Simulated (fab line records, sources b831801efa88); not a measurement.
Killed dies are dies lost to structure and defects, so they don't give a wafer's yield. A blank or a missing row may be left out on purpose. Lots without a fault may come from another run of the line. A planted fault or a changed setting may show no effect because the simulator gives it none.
Which tool did it? | flow gf180mcu | 6 lots, 18 wafers sampled, at 1 step of a route of 602

WHAT THE GAUGES READ, wafer by wafer
GF_DUAL_GATE_OVL_MEAS_11.
lot  | measured     | on         | DUAL_GATE_OVL (nm)
L586 | day 9 18:48  | overlay-02 | -1.1 -0.8 -0.9
L588 | day 10 02:18 | overlay-02 | 2.1 -0.2 1.0
L591 | day 10 23:38 | overlay-01 | 0.4 -1.4 0.3
L593 | day 11 11:48 | overlay-02 | -0.9 0.1 -0.2
L601 | day 13 23:03 | overlay-02 | 0.9 0.8 0.9
L603 | day 14 11:00 | overlay-02 | 0.0 -2.7 -2.6

WHICH TOOL RAN EACH LOT (tool, then ch and the chambers of the sampled wafers, then the start)
The record holds no process step before these readings.

THE ANSWER, worked out from the rows above alone
Rule: what is usual is taken from the lots themselves. Put in order of their means at a reading, lots are off if they are a third of the lots or fewer, leave a main group of 4 or more, and stand apart from it by a gap of 3 or more times the standard deviation of the main group's means; of several such gaps the widest counts. A main group whose means are all the same, to the digits that the tables above print for the reading, isn't used. A lot without any number at a reading at which 4 lots or more have one is off too. The other lots that the step has rows for count as sound.
No lot is off at any reading shown: from this, nothing can be told.

WHAT THE SIMULATOR HAD PUT IN
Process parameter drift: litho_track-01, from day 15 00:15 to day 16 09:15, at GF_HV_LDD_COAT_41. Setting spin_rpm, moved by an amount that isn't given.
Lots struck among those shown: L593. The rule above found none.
